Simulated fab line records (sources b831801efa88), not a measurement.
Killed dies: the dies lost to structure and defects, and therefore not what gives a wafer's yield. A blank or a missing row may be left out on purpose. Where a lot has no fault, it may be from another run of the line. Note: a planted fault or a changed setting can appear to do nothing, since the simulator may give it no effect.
Struck lot and sound lot, side by side :: flow sfq line :: 21 out of 325 route steps
Sound: wafers L314.2, L314.5, L314.6. Struck: wafer L320.1 (L320.3, L320.5, from the same lot, were not struck and are left out); the cause is given at the end.
Each step with rows lists, per side, the tool, then ch with its chambers, then its first start. Under that, the readings that differ: sound wafers :: struck wafers :: difference of the means :: sigmas: that difference in standard deviations of wafers without a fault.
alike: readings whose means differ by less than 2 such deviations, and words and numbers that are the same on both sides. not compared: withheld readings, readings that some wafer has no value for, bounds like >300 that may hide the same value, and numbers for which the record gives no deviation and whose values overlap.
Wherever a step has rows on one side only, a row that says differs or no value, or a row with sigmas, the two part there. When numbers do not overlap yet have no deviation, they are printed without sigmas and do not part them. A reading missing from all wafers of one side parts the sides only when that side holds two or more wafers.

SFQ_I4_OVL_MEAS_928:
  sound: overlay-02 at day 56 03:52; struck: overlay-01 at day 57 00:02
  alike: I4_OVL
SFQ_TRILAYER_I4_VIA_BARC_OPEN_VIA_ETCH_146: etches BARC in O2, target depth 125 nm, time 41.7 s.
  sound on rie diel-01 ch 1,2,3, day 56 03:53; struck on rie diel-03 ch 1, day 57 00:04
  alike: drypump motor current A, oes product au
  not compared: rf hours counter h
SFQ_TRILAYER_I4_VIA_ETCH_VIA_ETCH_106: etches SiO2 in CHF3, stops on Nb, target depth 260 nm.
  sound on rie diel-01 ch 1,2,3, day 56 03:56; struck on rie diel-03 ch 1, day 57 00:07
  alike: drypump motor current A, oes product au
SFQ_TRILAYER_I4_VIA_STRIP_STRIP_107: strips in O2.
  sound on rie metal-03 ch 0, day 56 04:14; struck on rie metal-03 ch 1, day 57 00:13
reading: rf hours counter h (h)
sound: - - -
struck: 3
difference: no value on the sound wafers
sigmas: 
  alike: drypump motor current A, oes product au, platen temp c
then, 3 steps without rows for these wafers: SFQ_TRILAYER_I4_VIA_STRIP_SOLV_CLEAN_108 (cleans in NMP, time 600 s); SFQ_TRILAYER_JJ_TRILAYER_DEP_PRE_CLEAN_113 (time 22.5 s); SFQ_TRILAYER_JJ_TRILAYER_DEP_SPUTTER_109 (material Nb, target thk 150 nm, time 100 s).
SFQ_TRILAYER_JJ_TRILAYER_DEP_SPUTTER_110: material Al, target thk 8 nm, time 10 s.
  sound: pvd sputter-05 at day 56 05:31; struck: pvd sputter-04 at day 57 01:07
  alike: throttle valve pct
then, 2 steps without rows for these wafers: SFQ_TRILAYER_JJ_TRILAYER_DEP_AL_OXIDATION_111 (oxidation time 600 s); SFQ_TRILAYER_JJ_TRILAYER_DEP_SPUTTER_112 (material Nb, target thk 170 nm, time 113.3 s).
SFQ_JJ_RS_MEAS_929: the measuring method here is four-point-probe.
  sound: film metro-02 at day 56 06:38; struck: film metro-01 at day 57 02:13
  alike: JJ_NB_RS
SFQ_TRILAYER_JJ_CE_LITHO_COAT_119: resist thk 62 nm.
  sound on litho track-01 ch 0, day 56 06:51; struck on litho track-01 ch 0, day 57 02:24
reading: model.BARC_of_TRILAYER_JJ_CE_LITHO_COAT_119.thk nm (nm)
sound: 61.76 61.56 61.56
struck: 63.1
difference: +1.5
sigmas: 
  alike: resist line temp C
then, 5 steps without rows for these wafers: SFQ_TRILAYER_JJ_CE_LITHO_COAT_114 (resist thk 600 nm); SFQ_TRILAYER_JJ_CE_LITHO_SOFTBAKE_118; SFQ_TRILAYER_JJ_CE_LITHO_EXPOSE_115 (exposes mask J5, target cd 700 nm); SFQ_TRILAYER_JJ_CE_LITHO_PEB_117 (peb time 60 s); SFQ_TRILAYER_JJ_CE_LITHO_DEVELOP_116 (time 60 s).
-- the record jumps here: 5 days lie between the struck wafers' starts before and after --
SFQ_JJ_OVL_MEAS_931:
  sound: overlay-02 at day 56 12:02; struck: overlay-01 at day 62 11:43
  alike: J5_OVL
following that, these wafers have no rows for 1 step: SFQ_TRILAYER_JJ_CE_METRO_MEASURE_117.
SFQ_TRILAYER_JJ_CE_BARC_OPEN_RIE_150: chemistry O2, target BARC, target depth 240 nm, time 80 s.
  sound on rie metal-01 ch 0,1, day 56 13:16; struck on rie metal-01 ch 1, day 62 12:56
reading: model.etch.depth nm (nm)
sound: 61.76 61.56 61.56
struck: 63.1
difference: +1.5
sigmas: 
  alike: drypump motor current A, oes product au
  not compared: rf hours counter h
SFQ_TRILAYER_JJ_CE_ETCH_RIE_118: chemistry SF6, target Nb, stops on Al2O3, time 97.7 s, target depth 170 nm.
  sound on rie metal-01 ch 0,1, day 56 13:22; struck on rie metal-01 ch 1, day 62 13:02
  alike: drypump motor current A, oes product au
  not compared: rf hours counter h

== WHERE THEY PART ==
Within this record, at SFQ_TRILAYER_I4_VIA_STRIP_STRIP_107 only. Later steps at which nothing parts them and some readings are alike: SFQ_TRILAYER_JJ_TRILAYER_DEP_SPUTTER_110, SFQ_JJ_RS_MEAS_929, SFQ_TRILAYER_JJ_CE_LITHO_COAT_119, SFQ_JJ_OVL_MEAS_931, SFQ_TRILAYER_JJ_CE_BARC_OPEN_RIE_150, SFQ_TRILAYER_JJ_CE_ETCH_RIE_118.

WHY: what the simulator had put in
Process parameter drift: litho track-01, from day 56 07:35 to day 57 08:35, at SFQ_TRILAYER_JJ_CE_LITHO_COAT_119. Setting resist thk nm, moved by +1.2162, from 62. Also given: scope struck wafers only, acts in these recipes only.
